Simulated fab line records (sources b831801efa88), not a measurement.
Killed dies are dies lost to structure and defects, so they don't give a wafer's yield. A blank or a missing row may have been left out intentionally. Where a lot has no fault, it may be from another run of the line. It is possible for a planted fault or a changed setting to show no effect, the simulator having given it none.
Which tool was responsible?    flow sky130    18 wafers sampled from 6 lots at 1 step of a route of 708

== WHAT THE GAUGES SHOWED, per wafer ==
SKY_VIA2_BOW_MEAS_03.
lot   measured      on             VIA2_BOW (um)
L934  day 36 20:38  film_metro-02  81 79 84
L942  day 38 16:48  film_metro-02  88 93 81
L943  day 39 01:08  film_metro-04  74 83 76
L946  day 39 09:04  film_metro-02  93 97 108
L949  day 40 18:16  film_metro-04  94 76 92
L951  day 41 02:37  film_metro-02  89 102 88

== WHAT TOOL EACH LOT RAN ON (gives the tool, then ch and the chambers of the sampled wafers, and finally the start) ==
Record: no process step prior to these readings.

== THE ANSWER, worked out from the rows above alone ==
Rule: the lots themselves supply what counts as usual. The widest of any qualifying gaps counts: lots, ordered by their means at a reading, are off when they make up no more than a third of the lots, leave a main group of 4 or more, and stand apart from it by 3 or more times the standard deviation of that group's means. A main group is skipped when, at the precision printed for the reading in the tables above, its means are all equal. A lot without any number at a reading at which 4 lots or more have one is off too. Any other lot the step has rows for is counted as sound.
Nothing can be told from this: no lot is off at any reading shown.

== WHAT HAD BEEN PUT IN BY THE SIMULATOR ==
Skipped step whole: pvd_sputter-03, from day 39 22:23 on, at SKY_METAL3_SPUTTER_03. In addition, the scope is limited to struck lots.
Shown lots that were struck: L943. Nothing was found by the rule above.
